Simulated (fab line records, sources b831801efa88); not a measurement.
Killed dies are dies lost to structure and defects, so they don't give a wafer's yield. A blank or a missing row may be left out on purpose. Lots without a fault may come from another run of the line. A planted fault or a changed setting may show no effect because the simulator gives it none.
One fault seen from 2 desks | flow sky130 | each desk has only its own numbers; what lay behind them comes last

THE METROLOGY DESK
What the gauges read, lot by lot, whatever tool the lot ran on: means of the sampled wafers that have a number. A lot is out of limits, marked OUT, if its mean lies more than 4 standard deviations from the usual mean; the brackets give that distance.
Columns: A = LDD_HVP_TW at SKY_LDD_HVP_TW_MEAS_10, usual 456; B = METAL2_OVL at SKY_METAL2_OVL_MEAS_16, usual 0 nm
lot  | first seen here | A             | B
L814 | day 22 18:19    | 459           | -16
L815 | day 22 19:22    | 452           | 8
L817 | day 22 20:05    | 457           | 3
L816 | day 22 21:11    | 459           | -3
L820 | day 24 22:49    | 453           | 1
L822 | day 25 01:40    | 453           | 4
L825 | day 25 16:30    | 460           | 3
L829 | day 26 21:13    | 403 (-14) OUT | -3
L831 | day 27 19:13    | 413 (-11) OUT | 5
L832 | day 27 23:18    | 406 (-13) OUT | -0
L833 | day 28 15:54    | 454           | -1
L835 | day 29 06:55    | 458           | -1
L836 | day 29 13:42    | 459           | 12
This desk's finding: out of limits on L829, L831, L832; first on L829, day 26 21:13 (LDD_HVP_TW at SKY_LDD_HVP_TW_MEAS_10). In limits: L814, L815, L817, L816, L820, L822, L825, L833, L835, L836.

THE TOOL OWNER'S DESK: implanter-02
The tool's own readings at SKY_LDD_HVP_IMPLANT_08: means of the sampled wafers that have a number, for each lot that ran on this tool. A lot is out of limits, marked OUT, if its mean lies more than 4 standard deviations from the usual mean; the brackets give that distance.
Columns: A = beam_energy_keV at SKY_LDD_HVP_IMPLANT_08, usual 20.000; B = tilt_deg at SKY_LDD_HVP_IMPLANT_08, usual 17.899 degrees
lot  | first seen here | A      | B
L814 | day 22 18:06    | 20.001 | 17.887
L815 | day 22 19:07    | 19.990 | 17.908
L822 | day 25 01:25    | 19.992 | 17.844
L829 | day 26 20:59    | 20.002 | 0.034 (-99 or more) OUT
L831 | day 27 18:58    | 20.005 | 0.003 (-99 or more) OUT
L832 | day 27 23:03    | 19.995 | 0.006 (-99 or more) OUT
This desk's finding: out of limits on L829, L831, L832; first on L829, day 26 20:59 (tilt_deg at SKY_LDD_HVP_IMPLANT_08). In limits: L814, L815, L822.

PUT TOGETHER
The tool owner's desk could have raised an alarm at day 26 20:59, on L829, L831, L832.
The metrology desk could have raised an alarm at day 26 21:13, on L829, L831, L832.
Of the lots named, all ran SKY_LDD_HVP_IMPLANT_08 on implanter-02.

WHAT THE SIMULATOR HAD PUT IN
Process parameter drift: implanter-02, from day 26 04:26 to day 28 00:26, at SKY_LDD_HVP_IMPLANT_08. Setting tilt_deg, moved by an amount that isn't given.
Lots struck among those shown: L829, L831, L832.
Hours from the fault's start to each desk's first reading out of limits: the tool owner's desk, 17; the metrology desk, 17.
